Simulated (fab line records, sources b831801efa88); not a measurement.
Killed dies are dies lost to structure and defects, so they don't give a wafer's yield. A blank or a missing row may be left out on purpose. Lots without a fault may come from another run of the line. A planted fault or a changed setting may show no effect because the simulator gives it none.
Chamber matching | flow gf180mcu | GF_V1_CMP_04 on cmp-02: 4 sister chambers
The step polishes SiO2. 4 wafers are shown with their chamber, then 7 later ones without.

WAFERS WITH THEIR CHAMBER
wafer  | chamber | motor_current_A (A)
L596.2 | 0       | 11.8
L597.1 | 3       | 13.9
L598.1 | 1       | 14.4
L598.3 | 2       | 13.6

WAFERS WITHOUT THEIR CHAMBER
wafer  | motor_current_A (A)
L598.6 | 12.7
L602.2 | 13.0
L602.4 | 11.8
L602.5 | 14.6
L605.1 | 12.1
L605.4 | 14.1
L605.5 | 14.4

WHICH CHAMBER EACH WENT THROUGH
wafer  | from the rows above               | in truth
L598.6 | can't be placed: 0 or 2 or 3 or 1 | 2
L602.2 | can't be placed: 2 or 3 or 0 or 1 | 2
L602.4 | 0                                 | 0
L602.5 | can't be placed: 1 or 3 or 2      | 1
L605.1 | 0                                 | 0
L605.4 | can't be placed: 3 or 1 or 2      | 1
L605.5 | can't be placed: 1 or 3 or 2      | 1
Placed correctly: 2 of 7. Can't be placed from these rows: 5 (the true chamber is among the candidates in 5). Placed wrongly: 0.
How it was worked out, from the rows above alone: a wafer's distance from a chamber is the root of the sum, over the readings, of the square of ((its reading less the chamber's mean) divided by the reading's scatter). The wafer belongs to the nearest chamber; if the next one is less than 2 further off, it can't be placed. A chamber's mean is the mean of its shown wafers. The scatter: with one shown wafer a chamber, the root of the mean of the squares of how far each hidden wafer lies from its nearest shown one.
